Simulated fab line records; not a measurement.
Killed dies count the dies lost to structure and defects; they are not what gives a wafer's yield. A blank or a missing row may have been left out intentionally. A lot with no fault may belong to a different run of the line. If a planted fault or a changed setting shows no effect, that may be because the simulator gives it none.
Problem report in the 8D (eight disciplines) form, filled by code	flow gf180mcu	the parts of the form that need people (team, actions taken, sign-off) are left out

1. THE PROBLEM
Wafers free of any fault read 1167.9 ohm/sq (standard deviation 2.6) for MVPSD_RS at GF_VT_IMPLANT_RS_MEAS_49, against a mean of 1128.5 ohm/sq on 2 wafers of 2 lots. That is -15 standard deviations from the usual mean.
The step: measures by four-point-probe.
The first sign was on wafer L223.2 at day 13 02:37, on film metro-01. The record holds 37 wafers of 14 lots with a number at this step. Rule for "out" (also "out of limits"): further than 4 standard deviations from the usual mean. The other wafers with a number count as sound.

2. WHAT IT IS; WHAT IT IS NOT
question	is	is not
which readings at this step	MVPSD_RS	-
which lots	L223, L225	L203, L204, L205, L207, L209, L210, L212, L213, L214, L215, L217, L219
which wafers of those lots	L223.2, L225.2	L223.6
read on which gauges	film metro-01, film metro-03	film metro-04
when	from day 13 02:37	up to then (35 sound wafers)

3. THE SUSPECTS, EACH WITH WHAT RULES IT OUT
Counting: if a tool at a process step up to the reading ran every lot that is out, it stays a suspect. Sound lots after the first of them don't rule it out here, since some wafers of a struck lot are sound.
- ruled out: the gauge at GF_VT_IMPLANT_RS_MEAS_49. Those wafers that are out were read across 2 gauges (film metro-01, film metro-03).
- implanter-03 at GF_MVPSD_IMPLANT_08: kept. Ran every lot that is out, first one L223 (day 10 00:08); last sound lot up to then L213 (day 7 19:11). On those wafers its own readings are out: beam on s, faraday current uA.
After counting, what remains is implanter-03 at GF_MVPSD_IMPLANT_08.

4. THE CAUSE (what the simulator had put in)
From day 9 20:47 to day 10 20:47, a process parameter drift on implanter-03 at GF_MVPSD_IMPLANT_08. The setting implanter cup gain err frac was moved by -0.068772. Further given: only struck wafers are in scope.
This tool alone remained once counting was done.

5. THE EFFECT CHAIN, in route order
Each row: a reading whose mean over the struck wafers that have a number lies more than 3 standard deviations from the usual. Scope: only readings with a usual standard deviation given in the record; hours: median across lots of the time from each lot's start at the first step in this table that gives one to its start at this step; sigmas: change in usual standard deviations.
hours	step	reading	usual	on struck wafers	change	sigmas
0	GF_MVPSD_IMPLANT_08	beam on s	10.00 s	11.09	+1.09	+5.4
0	GF_MVPSD_IMPLANT_08	faraday current uA	84.6	76.2	-8.4	-5.2
75	GF_VT_IMPLANT_RS_MEAS_49	MVPSD_RS	1167.9 ohm/sq	1128.5	-39.4	-15
It contains these process steps:
- GF_MVPSD_IMPLANT_08

6. HOW IT WOULD HAVE BEEN CAUGHT EARLIER
78 hours passed between the start of the fault at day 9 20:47 and the first reading out of limits at a measuring or inspecting step in this record, taken at day 13 02:37.
At GF_MVPSD_IMPLANT_08, the tool's own readings (beam on s, faraday current uA) were out on each struck wafer the step has a row for, so an alarm limit on them would have fired on the first such wafer.
By day 13 02:37, every lot that is out (2) had started GF_MVPSD_IMPLANT_08 on implanter-03. None of them would have been spared by holding the tool at that moment.
